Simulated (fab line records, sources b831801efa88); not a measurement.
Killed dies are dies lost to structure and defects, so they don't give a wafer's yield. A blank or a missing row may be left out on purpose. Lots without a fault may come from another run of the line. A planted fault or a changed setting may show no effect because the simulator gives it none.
One fault seen from 2 desks | flow sky130 | each desk has only its own numbers; what lay behind them comes last

THE METROLOGY DESK
What the gauges read, lot by lot, whatever tool the lot ran on: means of the sampled wafers that have a number. A lot is out of limits, marked OUT, if its mean lies more than 4 standard deviations from the usual mean; the brackets give that distance.
Columns: A = VIA4_HDPCVD_THK at SKY_VIA4_THK_MEAS_01, usual 1752 nm; B = VIA4_OVL at SKY_VIA4_OVL_MEAS_11, usual 0.7 nm
lot  | first seen here | A              | B
L506 | day 41 14:34    | 1757           | 0.3
L508 | day 42 04:47    | 1773           | 0.6
L509 | day 42 09:38    | 1778           | 0.1
L510 | day 43 11:06    | 1743           | -2.8
L512 | day 44 08:14    | 1752           | 0.0
L511 | day 44 09:14    | 1746           | -0.5
L514 | day 44 12:19    | 1762           | 2.8
L515 | day 44 13:50    | 1736           | -0.0
L513 | day 44 15:49    | 1753           | 1.3
L517 | day 44 22:27    | 2622 (+51) OUT | -1.1
L519 | day 45 15:08    | 2626 (+51) OUT | 1.6
This desk's finding: out of limits on L517, L519; first on L517, day 44 22:27 (VIA4_HDPCVD_THK at SKY_VIA4_THK_MEAS_01). In limits: L506, L508, L509, L510, L512, L511, L514, L515, L513.

THE TOOL OWNER'S DESK: hdpcvd-01
The tool's own readings at SKY_VIA4_HDPCVD_00 (deposits SiO2, target thk 1750 nm, time 291.7 s): means of the sampled wafers that have a number, for each lot that ran on this tool. A lot is out of limits, marked OUT, if its mean lies more than 4 standard deviations from the usual mean; the brackets give that distance.
Columns: A = pressure_mtorr at SKY_VIA4_HDPCVD_00, usual 6.000 mTorr; B = sih4_flow_sccm at SKY_VIA4_HDPCVD_00, usual 60.03 sccm
lot  | first seen here | A     | B
L506 | day 41 14:23    | 5.997 | 60.18
L508 | day 42 04:36    | 6.009 | 60.03
L509 | day 42 09:27    | 6.007 | 60.21
L510 | day 43 10:59    | 6.005 | 60.00
L512 | day 44 08:04    | 6.003 | 60.06
L511 | day 44 09:04    | 6.004 | 59.91
L514 | day 44 12:08    | 6.007 | 59.94
L517 | day 44 22:16    | 5.999 | 89.99 (+99 or more) OUT
L519 | day 45 14:58    | 5.990 | 89.89 (+99 or more) OUT
This desk's finding: out of limits on L517, L519; first on L517, day 44 22:16 (sih4_flow_sccm at SKY_VIA4_HDPCVD_00). In limits: L506, L508, L509, L510, L512, L511, L514.

PUT TOGETHER
The tool owner's desk could have raised an alarm at day 44 22:16, on L517, L519.
The metrology desk could have raised an alarm at day 44 22:27, on L517, L519.
Of the lots named, all ran SKY_VIA4_HDPCVD_00 on hdpcvd-01.

WHAT THE SIMULATOR HAD PUT IN
Process parameter drift: hdpcvd-01, from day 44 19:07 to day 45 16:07, at SKY_VIA4_HDPCVD_00. Setting sih4_flow_sccm, moved by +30, from 60. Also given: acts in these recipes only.
Lots struck among those shown: L517, L519.
Hours from the fault's start to each desk's first reading out of limits: the tool owner's desk, 3; the metrology desk, 3.
